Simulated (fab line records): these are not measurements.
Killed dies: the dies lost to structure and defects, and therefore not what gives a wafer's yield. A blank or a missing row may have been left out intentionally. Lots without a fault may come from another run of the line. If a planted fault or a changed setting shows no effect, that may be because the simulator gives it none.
Struck lot and sound lot, side by side ; flow sky130 ; 35 steps out of a route of 708
Sound: these wafers, L640.1, L640.5, L640.6. Wafers struck: L647.2, L647.3, L647.5. The cause is given at the end.
For every step that has rows: the tool of each side, followed by ch and its chambers, followed by its first start. Under that, the readings that differ: sound wafers ; struck wafers ; difference of the means ; sigmas: that difference in standard deviations of wafers without a fault.
alike: a reading whose means differ by less than 2 such deviations, as well as words and numbers matching on both sides. not compared: withheld readings; readings where some wafer has no value; bounds like >300 that might hide an equal value; numbers whose values overlap and for which the record gives no deviation.
A row with sigmas, a row that says differs or no value, or rows on one side alone: a step with any of these is where the two part. When numbers do not overlap yet have no deviation, they are printed without sigmas and do not part them. Lack of a reading on every wafer of one side parts them only where that side has two or more wafers.

first, 10 steps without rows for these wafers: SKY_VIA1_SOFTBAKE_08 (time 90 s); SKY_VIA1_EXPOSE_09 (exposes mask VIM, target cd 150 nm); SKY_VIA1_PEB_10; SKY_VIA1_DEVELOP_11 (develop time 60 s); SKY_VIA1_ETCH_14 (etches BARC in N2/H2, stops on SiO2, time 45.9 s, target depth 60 nm); SKY_VIA1_ETCH_15 (etches SiO2 in C4F8/O2/Ar, stops on TiN, target depth 351 nm, time 54 s); SKY_VIA1_STRIP_16 (strips in O2/N2); SKY_VIA1_STRIP_17 (strips in post etch residue remover, time 1200 s); SKY_VIA1_CLEAN_18 (cleans in IPA, time 180 s); SKY_VIA1_CLEAN_19 (cleans in O3/DIW).
SKY_VIA1_SPUTTER_20: material TiN, target thk 20 nm, time 80 s.
  sound on pvd sputter-03, day 36 03:08; struck on pvd sputter-03, day 38 01:11
  alike: throttle valve pct
then, 23 steps without rows for these wafers: SKY_VIA1_CVD_21 (deposits W, target thk 270 nm, time 80.902 s); SKY_VIA1_CMP_24 (polishes, stops on SiO2, t overpolish 15 s, target thk 0 nm); SKY_METAL2_SPUTTER_00 (material Ti, target thk 15 nm, time 10 s); SKY_METAL2_SPUTTER_01 (material TiN, target thk 20 nm, time 16.7 s); SKY_METAL2_SPUTTER_02 (material AlCu, target thk 250 nm, time 13.3 s); SKY_METAL2_SPUTTER_03 (material Ti, target thk 5 nm, time 3.3 s); SKY_METAL2_SPUTTER_04 (material TiN, target thk 70 nm, time 58.3 s); SKY_METAL2_DEHYDRATE_07 (time 60 s); SKY_METAL2_HMDS_08 (prime time 60 s); SKY_METAL2_COAT_09 (resist thk 60 nm); SKY_METAL2_COAT_10 (resist thk 450 nm); SKY_METAL2_SOFTBAKE_11 (time 90 s); SKY_METAL2_EXPOSE_12 (exposes mask MM2, target cd 140 nm); SKY_METAL2_PEB_13; SKY_METAL2_DEVELOP_14 (develop time 60 s); SKY_METAL2_DESCUM_17 (chemistry O2, time 8 s); SKY_METAL2_ETCH_18 (etches BARC in N2/H2, stops on SiO2, time 45.9 s, target depth 60 nm); SKY_METAL2_METAL_ETCH_19 (etches the open film in Cl2/BCl3, stops on SiO2, target depth 360 nm, time 78 s); SKY_METAL2_STRIP_20 (strips in O2/N2); SKY_METAL2_STRIP_21 (strips in post etch residue remover, time 1200 s); SKY_METAL2_CLEAN_22 (cleans in IPA, time 180 s); SKY_METAL2_CLEAN_23 (cleans in O3/DIW); SKY_VIA2_HDPCVD_00 (deposits SiO2, target thk 1180 nm, time 196.7 s).
-- the record jumps here: 11 days lie between the struck wafers' starts before and after (it left off in module VIA2 and takes up again in module PAD_OPEN, whose first step shown is number 708 of the route) --
SKY_PAD_OPEN_PROBE_99:
  sound on prober-02, day 47 11:53; struck on prober-01, day 48 22:07
reading;sound;struck;difference;sigmas
hold;- - -;await dispo/3.5h/release await dispo/3.5h/release await dispo/3.5h/release;no value on the sound wafers;
defect limited yield (%);78.3 84.1 79.7;72.4 76.4 74.6;-6.2;-3
killed_at_M0_to_M3;58 42 62;91 69 83;+27;+4
killed dies;107 78 100;136 116 125;+31;+3
sort_bin_3_pad_short (%);1.2 0.8 0.4;3.0 2.4 3.3;+2.1;+5
sort_bin_5_function (%);11.4 9.8 13.6;16.7 14.4 14.2;+3.5;+2
sort n pass;385 414 392;356 376 367;-31;-3
sort yield pct (%);78.3 84.1 79.7;72.4 76.4 74.6;-6.2;-3
model.etest.tester.sort n pass;385 414 392;356 376 367;-31;
model.etest.tester.sort yield pct (%);78.25 84.15 79.67;72.36 76.42 74.59;-6.23;
model.etest.tester.sort_bin_5_pct (%);11.38 9.756 13.62;16.67 14.43 14.23;+3.52;
model.etest.tester.sort_bin_3_pct (%);1.22 0.813 0.4065;3.049 2.439 3.252;+2.100;
  alike: killed_at_M4_up, killed at contacts, killed at front end, killed at other, killed open, killed short, sort_bin_6_memory

WHERE THEY PART
SKY_PAD_OPEN_PROBE_99 only, going by this record.

WHY: whatever the simulator had introduced
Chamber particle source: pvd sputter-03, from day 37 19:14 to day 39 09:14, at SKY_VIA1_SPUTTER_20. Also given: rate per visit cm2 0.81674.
